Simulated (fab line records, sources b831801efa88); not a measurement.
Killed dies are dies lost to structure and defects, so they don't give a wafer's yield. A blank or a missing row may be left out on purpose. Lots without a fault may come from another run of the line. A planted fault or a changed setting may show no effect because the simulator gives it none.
Which tool did it? | flow sfq_line | 13 lots, 39 wafers sampled, at 3 steps of a route of 325

WHAT THE GAUGES READ, wafer by wafer
The record holds no reading of a measuring or inspecting step that can be judged against a usual standard deviation.

WHICH TOOL RAN EACH LOT (tool, then ch and the chambers of the sampled wafers, then the start)
lot  | SFQ_TRILAYER_I0_CMP_CMP_028   | SFQ_TRILAYER_I0_METRO_MEASURE_029 | SFQ_TRILAYER_I0_VIA_ETCH_VIA_ETCH_034
L375 | cmp-01 ch 0,1,3, day 8 21:35  | film_metro-01, day 9 00:54        | rie_diel-04 ch 0,1,3, day 13 11:29
L377 | cmp-02 ch 0,1,3, day 9 11:11  | film_metro-02, day 9 14:18        | rie_diel-02 ch 0,2,3, day 14 02:22
L379 | cmp-01 ch 1,2, day 9 20:07    | film_metro-03, day 9 23:26        | rie_diel-02 ch 0,1,2, day 14 14:22
L380 | cmp-01 ch 0,2,3, day 10 06:03 | film_metro-01, day 10 08:52       | rie_diel-01 ch 0,1,2, day 14 22:46
L382 | cmp-02 ch 2,3, day 10 09:23   | film_metro-03, day 10 12:30       | rie_diel-02 ch 1,2, day 15 04:46
L388 | cmp-02 ch 0,1,3, day 12 02:11 | film_metro-01, day 12 05:30       | rie_diel-02 ch 0,2,3, day 17 01:46
L390 | cmp-01 ch 0,2, day 12 13:26   | film_metro-03, day 12 16:34       | rie_diel-01 ch 0,1,2, day 17 11:22
L391 | cmp-01 ch 1,2,3, day 12 23:23 | film_metro-01, day 13 02:07       | rie_diel-01 ch 1,2, day 17 18:34
L394 | cmp-01 ch 2,3, day 18 20:47   | film_metro-01, day 18 23:24       | rie_diel-02 ch 0,2,3, day 19 02:56
L395 | cmp-02 ch 1,2,3, day 19 03:04 | film_metro-03, day 19 06:11       | rie_diel-04 ch 0,2, day 19 10:08
L396 | cmp-02 ch 1,2,3, day 19 15:04 | film_metro-02, day 19 18:11       | rie_diel-01 ch 1,2,3, day 20 00:20
L397 | cmp-02 ch 1,2,3, day 19 18:04 | film_metro-03, day 19 21:23       | rie_diel-04 ch 0,1,2, day 20 02:44
L398 | cmp-01 ch 0,3, day 19 23:17   | film_metro-02, day 20 02:36       | rie_diel-01 ch 0,1,2, day 20 05:56
- SFQ_TRILAYER_I0_CMP_CMP_028: polishes SiO2.
- SFQ_TRILAYER_I0_METRO_MEASURE_029
- SFQ_TRILAYER_I0_VIA_ETCH_VIA_ETCH_034: etches SiO2 in CHF3, stops on Nb, target depth 260 nm.

WHAT THE TOOLS THEMSELVES READ (means of the sampled wafers that have a number; where no wafer has one, the mark that the record gives instead)
SFQ_TRILAYER_I0_CMP_CMP_028. Usual: motor_current_A 10.4 A, standard deviation 1.2; platen_rpm 60.00 rpm, standard deviation 0.035; time_to_endpoint_s 212 s, standard deviation 7.4.
lot  | tool   | motor_current_A (A) | platen_rpm (rpm) | time_to_endpoint_s (s) | flag
L375 | cmp-01 | 9.5                 | 60.02            | 220                    |
L377 | cmp-02 | 11.8                | 59.98            | 207                    |
L379 | cmp-01 | 10.1                | 60.00            | 208                    |
L380 | cmp-01 | 9.9                 | 59.99            | 212                    |
L382 | cmp-02 | 11.5                | 60.02            | 210                    |
L388 | cmp-02 | 11.7                | 60.04            | 223                    |
L390 | cmp-01 | 9.1                 | 60.05            | 214                    |
L391 | cmp-01 | 10.2                | 60.01            | 214                    |
L394 | cmp-01 | 10.0                | 59.99            | 217                    |
L395 | cmp-02 | 11.4                | 60.01            | 217                    |
L396 | cmp-02 | 11.2                | 59.99            | 216                    |
L397 | cmp-02 | 11.3                | 60.01            | 211                    |
L398 | cmp-01 | 9.7                 | 59.99            | 216                    |

SFQ_TRILAYER_I0_METRO_MEASURE_029. Usual: thk_nm 199.2 nm, standard deviation 1.2.
lot  | tool          | thk_nm (nm) | flag
L375 | film_metro-01 | 200.2       |
L377 | film_metro-02 | 198.4       |
L379 | film_metro-03 | 197.9       |
L380 | film_metro-01 | 198.4       |
L382 | film_metro-03 | 199.0       |
L388 | film_metro-01 | 183.4       | OFF
L390 | film_metro-03 | 198.3       |
L391 | film_metro-01 | 198.7       |
L394 | film_metro-01 | 199.2       |
L395 | film_metro-03 | 199.6       |
L396 | film_metro-02 | 199.1       |
L397 | film_metro-03 | 199.1       |
L398 | film_metro-02 | 201.9       |

SFQ_TRILAYER_I0_VIA_ETCH_VIA_ETCH_034. Usual: drypump_motor_current_A 5.6 A, standard deviation 0.37; oes_product_au 0.853 a.u., standard deviation 0.0054.
lot  | tool        | drypump_motor_current_A (A) | oes_product_au (a.u.) | flag
L375 | rie_diel-04 | 6.1                         | 0.853                 |
L377 | rie_diel-02 | 5.7                         | 0.848                 |
L379 | rie_diel-02 | 5.4                         | 0.848                 |
L380 | rie_diel-01 | 5.7                         | 0.852                 |
L382 | rie_diel-02 | 5.2                         | 0.857                 |
L388 | rie_diel-02 | 5.7                         | 0.814                 | OFF
L390 | rie_diel-01 | 5.7                         | 0.852                 |
L391 | rie_diel-01 | 5.9                         | 0.850                 |
L394 | rie_diel-02 | 5.7                         | 0.857                 |
L395 | rie_diel-04 | 6.1                         | 0.852                 |
L396 | rie_diel-01 | 5.6                         | 0.853                 |
L397 | rie_diel-04 | 5.9                         | 0.855                 |
L398 | rie_diel-01 | 5.7                         | 0.863                 |

THE ANSWER, worked out from the rows above alone
Rule: a lot is off if the mean of its wafers that have a number lies more than 3 standard deviations from the usual mean. A lot without any number at a reading at which 4 lots or more have one is off too. The other lots that the step has rows for count as sound. The gauges are gone through in route order, then the tools' own readings, and for those a lot's mean is taken as printed above. The first step at which some lot is off is used, and at that step the reading that is off furthest; a lot without a number counts as furthest.
Off: L388, at SFQ_TRILAYER_I0_METRO_MEASURE_029 (thk_nm).
A tool fits if, at that step or a process step before it, it ran every lot that is off, and no sound lot after the first of them. None of those tried fits.

WHAT THE SIMULATOR HAD PUT IN
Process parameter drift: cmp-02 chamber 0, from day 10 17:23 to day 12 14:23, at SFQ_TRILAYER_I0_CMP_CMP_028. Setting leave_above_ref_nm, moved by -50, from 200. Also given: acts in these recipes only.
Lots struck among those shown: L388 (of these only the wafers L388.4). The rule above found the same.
